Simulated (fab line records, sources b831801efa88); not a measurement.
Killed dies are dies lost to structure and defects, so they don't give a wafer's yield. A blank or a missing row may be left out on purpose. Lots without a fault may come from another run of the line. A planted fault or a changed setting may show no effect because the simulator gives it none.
Which tool did it? | flow gf180mcu | 11 lots, 33 wafers sampled, at 4 steps of a route of 602

WHAT THE GAUGES READ, wafer by wafer
GF_PSD_TW_MEAS_11.
lot  | measured     | on            | PSD_TW
L289 | day 14 00:49 | film_metro-03 | 3156 3173 3165
L292 | day 14 23:20 | film_metro-01 | 3246 3237 3246
L293 | day 15 08:48 | film_metro-02 | 3183 3212 3193
L300 | day 18 07:04 | film_metro-01 | 2868 2881 2893 2881 2875 2903
L301 | day 18 15:08 | film_metro-03 | 2807 2801 2788 2795 2787 2807
L302 | day 19 01:16 | film_metro-03 | 2810 2798 2803 2803 2791 2805
L305 | day 20 09:11 | film_metro-01 | 3244 3265 3241
L306 | day 20 14:58 | film_metro-02 | 3225 3223 3196
L307 | day 20 20:58 | film_metro-01 | 3243 3242 3266
L308 | day 21 05:05 | film_metro-03 | 3169 3174 3164
L311 | day 22 06:43 | film_metro-01 | 3258 3263 3257

WHICH TOOL RAN EACH LOT (tool, then ch and the chambers of the sampled wafers, then the start)
lot  | GF_HV_LDD_STRIP_37                   | GF_PSD_IMPLANT_09               | GF_PSD_STRIP_10
L289 | plasma_asher-04 ch 0,1, day 11 11:39 | implanter-03 ch 0, day 14 00:34 | plasma_asher-01 ch 0,1, day 14 00:42
L292 | plasma_asher-03 ch 0,1, day 12 05:45 | implanter-02 ch 0, day 14 23:05 | plasma_asher-04 ch 0,1, day 14 23:14
L293 | plasma_asher-01 ch 0,1, day 12 16:12 | implanter-02 ch 0, day 15 08:34 | plasma_asher-02 ch 0,1, day 15 08:41
L300 | plasma_asher-01 ch 0,1, day 15 07:09 | implanter-02 ch 0, day 18 06:49 | plasma_asher-04 ch 0,1, day 18 06:57
L301 | plasma_asher-01 ch 0,1, day 15 16:09 | implanter-02 ch 0, day 18 14:53 | plasma_asher-01 ch 0,1, day 18 15:02
L302 | plasma_asher-04 ch 0,1, day 16 00:08 | implanter-02 ch 0, day 19 01:01 | plasma_asher-04 ch 0,1, day 19 01:10
L305 | plasma_asher-04 ch 0,1, day 17 07:38 | implanter-01 ch 0, day 20 08:56 | plasma_asher-01 ch 0,1, day 20 09:05
L306 | plasma_asher-01 ch 0,1, day 17 11:38 | implanter-03 ch 0, day 20 14:44 | plasma_asher-01 ch 0,1, day 20 14:52
L307 | plasma_asher-04 ch 0,1, day 17 18:08 | implanter-01 ch 0, day 20 20:43 | plasma_asher-01 ch 0,1, day 20 20:51
L308 | plasma_asher-01 ch 0,1, day 18 01:41 | implanter-03 ch 0, day 21 04:52 | plasma_asher-02 ch 0,1, day 21 05:00
L311 | plasma_asher-01 ch 0,1, day 19 01:50 | implanter-02 ch 0, day 22 06:30 | plasma_asher-04 ch 0,1, day 22 06:38
- GF_HV_LDD_STRIP_37: strips in O2/N2.
- GF_PSD_IMPLANT_09
- GF_PSD_STRIP_10: strips in O2/N2.

THE ANSWER, worked out from the rows above alone
Rule: what is usual is taken from the lots themselves. Put in order of their means at a reading, lots are off if they are a third of the lots or fewer, leave a main group of 4 or more, and stand apart from it by a gap of 3 or more times the standard deviation of the main group's means; of several such gaps the widest counts. A main group whose means are all the same, to the digits that the tables above print for the reading, isn't used. A lot without any number at a reading at which 4 lots or more have one is off too. The other lots that the step has rows for count as sound.
Off: L300, L301, L302, at GF_PSD_TW_MEAS_11 (PSD_TW). The main group: mean 3218, standard deviation 36.
A tool fits if, at a process step before that reading, it ran every lot that is off, and no sound lot after the first of them. The gauges at GF_PSD_TW_MEAS_11 are tried like those tools. None of those tried fits.

WHAT THE SIMULATOR HAD PUT IN
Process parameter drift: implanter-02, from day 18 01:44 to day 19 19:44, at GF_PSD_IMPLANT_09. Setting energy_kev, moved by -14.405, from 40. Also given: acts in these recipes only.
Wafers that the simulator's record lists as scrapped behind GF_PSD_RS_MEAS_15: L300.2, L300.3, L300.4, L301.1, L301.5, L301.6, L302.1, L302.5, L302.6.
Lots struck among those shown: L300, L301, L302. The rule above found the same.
